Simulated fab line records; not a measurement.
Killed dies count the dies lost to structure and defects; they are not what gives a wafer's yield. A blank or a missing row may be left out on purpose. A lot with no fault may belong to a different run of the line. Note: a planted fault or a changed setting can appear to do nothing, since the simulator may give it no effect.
Which of the tools did it? / flow sfq-line / 14 lots with 42 wafers sampled at 3 steps, on a route of 325 steps

== WHAT EACH GAUGE READ, for each wafer ==
SFQ_JJ_RS_MEAS_929: uses a four-point probe to measure. Usual: for JJ_NB_RS the level is 1.050 ohm/sq and the standard deviation is 0.011.
lot=L841; measured=day 50 13:31; on=film-metro-04; JJ_NB_RS (ohm/sq)=1.054 1.041 1.056; flag=
lot=L842; measured=day 50 18:52; on=film-metro-01; JJ_NB_RS (ohm/sq)=1.039 1.045 1.062; flag=
lot=L843; measured=day 51 00:52; on=film-metro-02; JJ_NB_RS (ohm/sq)=1.040 1.036 1.031; flag=
lot=L844; measured=day 57 09:13; on=film-metro-01; JJ_NB_RS (ohm/sq)=1.058 1.051 1.058; flag=
lot=L847; measured=day 58 06:35; on=film-metro-02; JJ_NB_RS (ohm/sq)=1.043 1.053 1.054; flag=
lot=L848; measured=day 58 15:06; on=film-metro-04; JJ_NB_RS (ohm/sq)=1.060 1.057 1.056; flag=
lot=L849; measured=day 59 12:43; on=film-metro-04; JJ_NB_RS (ohm/sq)=1.075 1.061 1.054; flag=
lot=L854; measured=day 60 23:32; on=film-metro-04; JJ_NB_RS (ohm/sq)=1.059 1.044 1.055; flag=
lot=L855; measured=day 61 00:43; on=film-metro-02; JJ_NB_RS (ohm/sq)=1.055 1.041 1.040; flag=
lot=L856; measured=day 61 04:20; on=film-metro-02; JJ_NB_RS (ohm/sq)=1.056 1.061 1.075; flag=
lot=L857; measured=day 61 06:43; on=film-metro-01; JJ_NB_RS (ohm/sq)=1.039 1.034 1.034; flag=
lot=L858; measured=day 61 10:20; on=film-metro-02; JJ_NB_RS (ohm/sq)=1.054 1.041 1.052; flag=
lot=L861; measured=day 61 21:07; on=film-metro-02; JJ_NB_RS (ohm/sq)=1.066 1.048 1.064; flag=
lot=L862; measured=day 63 17:59; on=film-metro-01; JJ_NB_RS (ohm/sq)=1.053 1.058 1.035; flag=

== EACH LOT AND THE TOOL THAT RAN IT (in order: tool; ch and the chambers of the sampled wafers; start) ==
lot=L841; SFQ_TRILAYER_I4_DEP_PECVD_099=pecvd-02 ch 0,1,2, day 50 04:43; SFQ_TRILAYER_I4_VIA_STRIP_STRIP_107=rie-metal-02 ch 0,1, day 50 11:32
lot=L842; SFQ_TRILAYER_I4_DEP_PECVD_099=pecvd-01 ch 1,2, day 50 09:55; SFQ_TRILAYER_I4_VIA_STRIP_STRIP_107=rie-metal-03 ch 1, day 50 16:53
lot=L843; SFQ_TRILAYER_I4_DEP_PECVD_099=pecvd-04 ch 0,1, day 50 16:03; SFQ_TRILAYER_I4_VIA_STRIP_STRIP_107=rie-metal-03 ch 0,1, day 50 22:53
lot=L844; SFQ_TRILAYER_I4_DEP_PECVD_099=pecvd-01 ch 0,1,2, day 51 08:14; SFQ_TRILAYER_I4_VIA_STRIP_STRIP_107=rie-metal-02 ch 0,1, day 57 07:14
lot=L847; SFQ_TRILAYER_I4_DEP_PECVD_099=pecvd-02 ch 0,1,2, day 52 04:47; SFQ_TRILAYER_I4_VIA_STRIP_STRIP_107=rie-metal-03 ch 0,1, day 58 04:36
lot=L848; SFQ_TRILAYER_I4_DEP_PECVD_099=pecvd-01 ch 1,2, day 52 13:10; SFQ_TRILAYER_I4_VIA_STRIP_STRIP_107=rie-metal-01 ch 0,1, day 58 13:07
lot=L849; SFQ_TRILAYER_I4_DEP_PECVD_099=pecvd-02 ch 0,1, day 53 11:58; SFQ_TRILAYER_I4_VIA_STRIP_STRIP_107=rie-metal-01 ch 0,1, day 59 10:43
lot=L854; SFQ_TRILAYER_I4_DEP_PECVD_099=pecvd-04 ch 0,2, day 55 03:41; SFQ_TRILAYER_I4_VIA_STRIP_STRIP_107=rie-metal-01 ch 0,1, day 60 21:43
lot=L855; SFQ_TRILAYER_I4_DEP_PECVD_099=pecvd-01 ch 0,2, day 55 06:05; SFQ_TRILAYER_I4_VIA_STRIP_STRIP_107=rie-metal-03 ch 0, day 60 22:43
lot=L856; SFQ_TRILAYER_I4_DEP_PECVD_099=pecvd-02 ch 0,1, day 55 08:29; SFQ_TRILAYER_I4_VIA_STRIP_STRIP_107=rie-metal-03 ch 0,1, day 61 02:19
lot=L857; SFQ_TRILAYER_I4_DEP_PECVD_099=pecvd-04 ch 0,1,2, day 55 11:01; SFQ_TRILAYER_I4_VIA_STRIP_STRIP_107=rie-metal-02 ch 0,1, day 61 04:43
lot=L858; SFQ_TRILAYER_I4_DEP_PECVD_099=pecvd-02 ch 0,1, day 55 16:25; SFQ_TRILAYER_I4_VIA_STRIP_STRIP_107=rie-metal-02 ch 0,1, day 61 08:31
lot=L861; SFQ_TRILAYER_I4_DEP_PECVD_099=pecvd-02 ch 0,1,2, day 56 08:27; SFQ_TRILAYER_I4_VIA_STRIP_STRIP_107=rie-metal-03 ch 0,1, day 61 19:07
lot=L862; SFQ_TRILAYER_I4_DEP_PECVD_099=pecvd-02 ch 0,1, day 57 19:49; SFQ_TRILAYER_I4_VIA_STRIP_STRIP_107=rie-metal-02 ch 0,1, day 63 16:01
- SFQ_TRILAYER_I4_DEP_PECVD_099: deposits SiO2 from SiH4/N2O, time 111.11 s, target thk 500 nm.
- SFQ_TRILAYER_I4_VIA_STRIP_STRIP_107: strips in O2.

== WHAT THE TOOLS THEMSELVES READ (means of the sampled wafers that have a number; where no wafer has one, the mark that the record gives instead) ==
SFQ_TRILAYER_I4_DEP_PECVD_099. Usual: heater-power-w 77 W, standard deviation 15; throttle-valve-pct 24.2 %, standard deviation 1.3.
lot=L841; tool=pecvd-02; heater-power-w (W)=75; throttle-valve-pct (%)=22.3; flag=
lot=L842; tool=pecvd-01; heater-power-w (W)=49; throttle-valve-pct (%)=25.0; flag=
lot=L843; tool=pecvd-04; heater-power-w (W)=90; throttle-valve-pct (%)=24.5; flag=
lot=L844; tool=pecvd-01; heater-power-w (W)=68; throttle-valve-pct (%)=25.0; flag=
lot=L847; tool=pecvd-02; heater-power-w (W)=75; throttle-valve-pct (%)=22.5; flag=
lot=L848; tool=pecvd-01; heater-power-w (W)=56; throttle-valve-pct (%)=25.0; flag=
lot=L849; tool=pecvd-02; heater-power-w (W)=88; throttle-valve-pct (%)=22.3; flag=
lot=L854; tool=pecvd-04; heater-power-w (W)=80; throttle-valve-pct (%)=25.7; flag=
lot=L855; tool=pecvd-01; heater-power-w (W)=74; throttle-valve-pct (%)=24.8; flag=
lot=L856; tool=pecvd-02; heater-power-w (W)=79; throttle-valve-pct (%)=22.9; flag=
lot=L857; tool=pecvd-04; heater-power-w (W)=88; throttle-valve-pct (%)=25.2; flag=
lot=L858; tool=pecvd-02; heater-power-w (W)=73; throttle-valve-pct (%)=22.8; flag=
lot=L861; tool=pecvd-02; heater-power-w (W)=75; throttle-valve-pct (%)=22.8; flag=
lot=L862; tool=pecvd-02; heater-power-w (W)=77; throttle-valve-pct (%)=22.6; flag=

SFQ_TRILAYER_I4_VIA_STRIP_STRIP_107. Usual: drypump-motor-current-A 5.6 A, standard deviation 0.52; he-backside-leak-sccm 3.51 sccm, standard deviation 0.24; oes-product-au 0.998 a.u., standard deviation 0.0094.
lot=L841; tool=rie-metal-02; drypump-motor-current-A (A)=5.4; he-backside-leak-sccm (sccm)=3.41; oes-product-au (a.u.)=0.987; flag=
lot=L842; tool=rie-metal-03; drypump-motor-current-A (A)=6.2; he-backside-leak-sccm (sccm)=3.49; oes-product-au (a.u.)=1.001; flag=
lot=L843; tool=rie-metal-03; drypump-motor-current-A (A)=5.3; he-backside-leak-sccm (sccm)=3.46; oes-product-au (a.u.)=0.996; flag=
lot=L844; tool=rie-metal-02; drypump-motor-current-A (A)=5.1; he-backside-leak-sccm (sccm)=3.40; oes-product-au (a.u.)=0.995; flag=
lot=L847; tool=rie-metal-03; drypump-motor-current-A (A)=5.4; he-backside-leak-sccm (sccm)=3.51; oes-product-au (a.u.)=0.986; flag=
lot=L848; tool=rie-metal-01; drypump-motor-current-A (A)=5.8; he-backside-leak-sccm (sccm)=3.75; oes-product-au (a.u.)=1.001; flag=
lot=L849; tool=rie-metal-01; drypump-motor-current-A (A)=5.9; he-backside-leak-sccm (sccm)=3.55; oes-product-au (a.u.)=1.004; flag=
lot=L854; tool=rie-metal-01; drypump-motor-current-A (A)=5.8; he-backside-leak-sccm (sccm)=3.50; oes-product-au (a.u.)=1.008; flag=
lot=L855; tool=rie-metal-03; drypump-motor-current-A (A)=5.0; he-backside-leak-sccm (sccm)=3.38; oes-product-au (a.u.)=1.009; flag=
lot=L856; tool=rie-metal-03; drypump-motor-current-A (A)=5.4; he-backside-leak-sccm (sccm)=3.43; oes-product-au (a.u.)=1.005; flag=
lot=L857; tool=rie-metal-02; drypump-motor-current-A (A)=5.1; he-backside-leak-sccm (sccm)=3.63; oes-product-au (a.u.)=0.994; flag=
lot=L858; tool=rie-metal-02; drypump-motor-current-A (A)=5.4; he-backside-leak-sccm (sccm)=3.33; oes-product-au (a.u.)=0.996; flag=
lot=L861; tool=rie-metal-03; drypump-motor-current-A (A)=5.8; he-backside-leak-sccm (sccm)=3.61; oes-product-au (a.u.)=1.006; flag=
lot=L862; tool=rie-metal-02; drypump-motor-current-A (A)=5.4; he-backside-leak-sccm (sccm)=3.27; oes-product-au (a.u.)=1.006; flag=

== THE ANSWER, worked out from the rows above alone ==
Rule: take the mean of a lot's wafers that have a number; if it is more than 3 standard deviations from the usual mean, the lot is off. A lot without any number at a reading at which 4 lots or more have one is off too. Where the step has rows for the other lots, those lots are counted as sound. First the gauges in route order, then the tools' own readings, where a lot's mean is used as printed above. The first step at which some lot is off is used, and at that step the reading that is off furthest; a lot without a number counts as furthest.
Nothing can be told from this: no lot is off at any reading shown.

== WHAT THE SIMULATOR HAD INSERTED ==
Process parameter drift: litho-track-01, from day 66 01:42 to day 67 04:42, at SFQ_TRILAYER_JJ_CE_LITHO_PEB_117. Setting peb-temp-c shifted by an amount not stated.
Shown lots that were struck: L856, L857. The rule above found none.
